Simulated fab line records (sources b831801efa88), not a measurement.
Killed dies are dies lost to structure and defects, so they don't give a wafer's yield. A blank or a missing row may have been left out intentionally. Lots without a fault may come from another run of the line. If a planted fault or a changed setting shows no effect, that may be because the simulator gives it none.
Split-lot study / flow sky130 / 23 wafers read from 5 lots, route of 708 steps

== THE SPLIT ITSELF ==
At SKY_CONTACT_COAT_09 (resist thk 450 nm), the setting resistThkNm was moved away from the recipe's 450 nm on 10 of the 23 wafers read, by -2.7% to +2.0%. For the rest of the wafers, this setting stayed at what the recipe calls for.

== FROM THE SPLIT TO THE READING: what the file shows between them, 2 steps ==
- SKY_CONTACT_SOFTBAKE_10: time 90 s
- SKY_CONTACT_EXPOSE_11: exposes mask CTM1, target cd 170 nm

== THE READING ==
KrF-thick_of_CONTACT_COAT_09.thkNm (the simulator's own value, which no gauge read), in nm, at SKY_CONTACT_ETCH_16 (etches BARC in N2/H2, stops on SiO2, time 45.9 s, target depth 60 nm). No usual value for it is given in the file. Here, 13 wafers ran the recipe; their average is 392.8 nm with a standard deviation of 1.9 nm.

wafer=L077.2; tool, chamber at the split=lithoTrack-01, 0; resistThkNm as run, nm=450; against the recipe=recipe; KrF-thick_of_CONTACT_COAT_09.thkNm, nm=393; against lot-mates on the recipe=-
wafer=L077.3; tool, chamber at the split=lithoTrack-01, 0; resistThkNm as run, nm=450; against the recipe=recipe; KrF-thick_of_CONTACT_COAT_09.thkNm, nm=392.3; against lot-mates on the recipe=-
wafer=L077.4; tool, chamber at the split=lithoTrack-01, 0; resistThkNm as run, nm=438.1; against the recipe=-2.6%; KrF-thick_of_CONTACT_COAT_09.thkNm, nm=381.3; against lot-mates on the recipe=-11.5
wafer=L077.5; tool, chamber at the split=lithoTrack-01, 0; resistThkNm as run, nm=450; against the recipe=recipe; KrF-thick_of_CONTACT_COAT_09.thkNm, nm=393.1; against lot-mates on the recipe=-
wafer=L077.6; tool, chamber at the split=lithoTrack-01, 0; resistThkNm as run, nm=438.1; against the recipe=-2.6%; KrF-thick_of_CONTACT_COAT_09.thkNm, nm=380.2; against lot-mates on the recipe=-12.6
wafer=L078.1; tool, chamber at the split=lithoTrack-04, 0; resistThkNm as run, nm=438.3; against the recipe=-2.6%; KrF-thick_of_CONTACT_COAT_09.thkNm, nm=380.5; against lot-mates on the recipe=-10.1
wafer=L078.2; tool, chamber at the split=lithoTrack-04, 0; resistThkNm as run, nm=438.3; against the recipe=-2.6%; KrF-thick_of_CONTACT_COAT_09.thkNm, nm=380.7; against lot-mates on the recipe=-9.9
wafer=L078.3; tool, chamber at the split=lithoTrack-04, 0; resistThkNm as run, nm=450; against the recipe=recipe; KrF-thick_of_CONTACT_COAT_09.thkNm, nm=390.7; against lot-mates on the recipe=-
wafer=L078.4; tool, chamber at the split=lithoTrack-04, 0; resistThkNm as run, nm=450; against the recipe=recipe; KrF-thick_of_CONTACT_COAT_09.thkNm, nm=390.6; against lot-mates on the recipe=-
wafer=L078.5; tool, chamber at the split=lithoTrack-04, 0; resistThkNm as run, nm=438.3; against the recipe=-2.6%; KrF-thick_of_CONTACT_COAT_09.thkNm, nm=381; against lot-mates on the recipe=-9.6
wafer=L080.1; tool, chamber at the split=lithoTrack-04, 0; resistThkNm as run, nm=450; against the recipe=recipe; KrF-thick_of_CONTACT_COAT_09.thkNm, nm=393.2; against lot-mates on the recipe=-
wafer=L080.2; tool, chamber at the split=lithoTrack-04, 0; resistThkNm as run, nm=450; against the recipe=recipe; KrF-thick_of_CONTACT_COAT_09.thkNm, nm=394.6; against lot-mates on the recipe=-
wafer=L080.4; tool, chamber at the split=lithoTrack-04, 0; resistThkNm as run, nm=437.8; against the recipe=-2.7%; KrF-thick_of_CONTACT_COAT_09.thkNm, nm=381.2; against lot-mates on the recipe=-12.7
wafer=L080.5; tool, chamber at the split=lithoTrack-04, 0; resistThkNm as run, nm=437.8; against the recipe=-2.7%; KrF-thick_of_CONTACT_COAT_09.thkNm, nm=382.7; against lot-mates on the recipe=-11.2
wafer=L080.6; tool, chamber at the split=lithoTrack-04, 0; resistThkNm as run, nm=437.8; against the recipe=-2.7%; KrF-thick_of_CONTACT_COAT_09.thkNm, nm=380.2; against lot-mates on the recipe=-13.7
wafer=L081.1; tool, chamber at the split=lithoTrack-02, 0; resistThkNm as run, nm=450; against the recipe=recipe; KrF-thick_of_CONTACT_COAT_09.thkNm, nm=390.7; against lot-mates on the recipe=-
wafer=L081.2; tool, chamber at the split=lithoTrack-02, 0; resistThkNm as run, nm=459.2; against the recipe=+2.0%; KrF-thick_of_CONTACT_COAT_09.thkNm, nm=401; against lot-mates on the recipe=+10.1
wafer=L081.3; tool, chamber at the split=lithoTrack-02, 0; resistThkNm as run, nm=450; against the recipe=recipe; KrF-thick_of_CONTACT_COAT_09.thkNm, nm=391.3; against lot-mates on the recipe=-
wafer=L081.5; tool, chamber at the split=lithoTrack-02, 0; resistThkNm as run, nm=450; against the recipe=recipe; KrF-thick_of_CONTACT_COAT_09.thkNm, nm=390.6; against lot-mates on the recipe=-
wafer=L081.6; tool, chamber at the split=lithoTrack-02, 0; resistThkNm as run, nm=459.2; against the recipe=+2.0%; KrF-thick_of_CONTACT_COAT_09.thkNm, nm=399.5; against lot-mates on the recipe=+8.6
wafer=L082.1; tool, chamber at the split=lithoTrack-04, 0; resistThkNm as run, nm=450; against the recipe=recipe; KrF-thick_of_CONTACT_COAT_09.thkNm, nm=396; against lot-mates on the recipe=-
wafer=L082.4; tool, chamber at the split=lithoTrack-04, 0; resistThkNm as run, nm=450; against the recipe=recipe; KrF-thick_of_CONTACT_COAT_09.thkNm, nm=394.7; against lot-mates on the recipe=-
wafer=L082.5; tool, chamber at the split=lithoTrack-04, 0; resistThkNm as run, nm=450; against the recipe=recipe; KrF-thick_of_CONTACT_COAT_09.thkNm, nm=395.5; against lot-mates on the recipe=-

THE FIT
A straight line over all 23 wafers: KrF-thick_of_CONTACT_COAT_09.thkNm changes by +4.27 nm for each +1% of resistThkNm; r = +0.97; the points scatter about the line by 1.6 nm.
The same after taking each lot's own level away (the mean of its wafers on the recipe; 23 wafers): +4.38 nm for each +1%; r = +0.99; scatter 0.87 nm.
Per that fit: largest resistThkNm move, reading shift of 12 nm.
Measured against the standard deviation above, the lots' own levels, which go from 390.65 to 395.40 nm, span 2.5 times it.
So the lot-to-lot level changes the slope little: the two slopes agree.
Check: with one of the wafers moved furthest among these (-2.7%) left out of the fit, the line predicts -11.6 nm for it against its lot-mates. Against them it came out at -12.7 nm.

== THE OTHER SPLITS THESE WAFERS WENT THROUGH ==
These wafers also went through other splits before the reading. Each is held against what the fit with the lots' levels taken away leaves over:
other split on the same wafers=SKY_LI_CONTACT_CVD_21 tempC; wafers away from the commonest value=7; r with KrF-thick_of_CONTACT_COAT_09.thkNm (lot level and that fit taken away)=+0.11
other split on the same wafers=SKY_LOCAL_INTERCONNECT_COAT_06 spinRpm; wafers away from the commonest value=7; r with KrF-thick_of_CONTACT_COAT_09.thkNm (lot level and that fit taken away)=+0.25
other split on the same wafers=SKY_LOCAL_INTERCONNECT_ETCH_13 icpW; wafers away from the commonest value=4; r with KrF-thick_of_CONTACT_COAT_09.thkNm (lot level and that fit taken away)=-0.35
other split on the same wafers=SKY_CONTACT_CMP_04 leaveAboveRefNm; wafers away from the commonest value=7; r with KrF-thick_of_CONTACT_COAT_09.thkNm (lot level and that fit taken away)=+0.17

== THE WHOLE CHAIN: every reading that the file lists as answering this split, in the file's order ==
step=SKY_CONTACT_COAT_09; what it does=resist thk 450 nm; reading=KrF-thick_of_CONTACT_COAT_09.thkNm (the simulator's own value, which no gauge read); change (the file's fit)=+4.45 nm for each +1% of the setting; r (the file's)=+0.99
step=SKY_CONTACT_ETCH_16; what it does=etches BARC in N2/H2, stops on SiO2, time 45.9 s, target depth 60 nm; reading=KrF-thick_of_CONTACT_COAT_09.thkNm (the simulator's own value, which no gauge read); change (the file's fit)=+4.38 nm for each +1% of the setting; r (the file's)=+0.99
step=SKY_CONTACT_STRIP_19; what it does=strips in O2/N2; reading=stripTimeToEndpointS; change (the file's fit)=withheld for each +1% of the setting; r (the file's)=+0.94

== THE FILE'S OWN FIT ==
KrF-thick_of_CONTACT_COAT_09.thkNm changes by +4.38 nm for each +1% of resistThkNm, r = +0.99.
